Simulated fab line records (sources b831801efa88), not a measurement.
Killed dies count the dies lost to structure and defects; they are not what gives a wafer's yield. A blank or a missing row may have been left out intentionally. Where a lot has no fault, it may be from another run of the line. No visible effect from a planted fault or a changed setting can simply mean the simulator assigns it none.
Which tool was responsible? | flow sky130 | 6 lots, 18 wafers sampled, at 4 steps of a route of 708

WHAT THE GAUGES READ, wafer by wafer
SKY_PASSIVATION_THK_MEAS_03.
lot  | measured     | on           | PASSIVATION_CVD_02_THK (nm)
L651 | day 45 10:04 | filmMetro-03 | 545 541 538
L653 | day 45 14:08 | filmMetro-04 | 532 540 536
L656 | day 46 05:03 | filmMetro-02 | 527 527 536
L665 | day 48 10:23 | filmMetro-04 | 530 540 541
L671 | day 49 13:28 | filmMetro-04 | 540 538 548

TOOL THAT RAN EACH LOT (tool first, then ch and the chambers of the sampled wafers, then the start)
lot  | SKY_CAPM_CVD_00                 | SKY_VIA3_SPUTTER_20         | SKY_VIA4_SPUTTER_17
L651 | pecvd-02 ch 0,1, day 37 17:54   | pvdSputter-01, day 41 00:12 | pvdSputter-02, day 44 09:43
L653 | pecvd-02 ch 0,1,2, day 38 08:31 | pvdSputter-04, day 41 12:46 | pvdSputter-03, day 44 13:41
L656 | pecvd-03 ch 0,1, day 39 01:00   | pvdSputter-03, day 42 04:20 | pvdSputter-04, day 45 05:14
L659 | pecvd-02 ch 0,1, day 40 06:19   | pvdSputter-04, day 43 08:58 | pvdSputter-04, day 46 07:53
L665 | pecvd-03 ch 0,2, day 41 17:16   | pvdSputter-01, day 44 17:02 | pvdSputter-02, day 47 12:47
L671 | pecvd-02 ch 0, day 43 05:44     | pvdSputter-04, day 46 03:41 | pvdSputter-02, day 48 20:10
- SKY_CAPM_CVD_00: deposits SiO2, target thk 15.5 nm.
- SKY_VIA3_SPUTTER_20: material TiN, target thk 20 nm, time 80 s.
- SKY_VIA4_SPUTTER_17: material TiN, target thk 20 nm, time 80 s.

THE ANSWER, worked out from the rows above alone
Rule: what is usual is taken from the lots themselves. Put in order of their means at a reading, lots are off if they are a third of the lots or fewer, leave a main group of 4 or more, and stand apart from it by a gap of 3 or more times the standard deviation of the main group's means; of several such gaps the widest counts. If all means in a main group match to the digits the tables above print for the reading, that group is not used. A lot without any number at a reading at which 4 lots or more have one is off too. The other lots that the step has rows for count as sound.
Across all readings shown, no lot is off: no conclusion can be drawn from this.

WHAT HAD BEEN PUT IN BY THE SIMULATOR
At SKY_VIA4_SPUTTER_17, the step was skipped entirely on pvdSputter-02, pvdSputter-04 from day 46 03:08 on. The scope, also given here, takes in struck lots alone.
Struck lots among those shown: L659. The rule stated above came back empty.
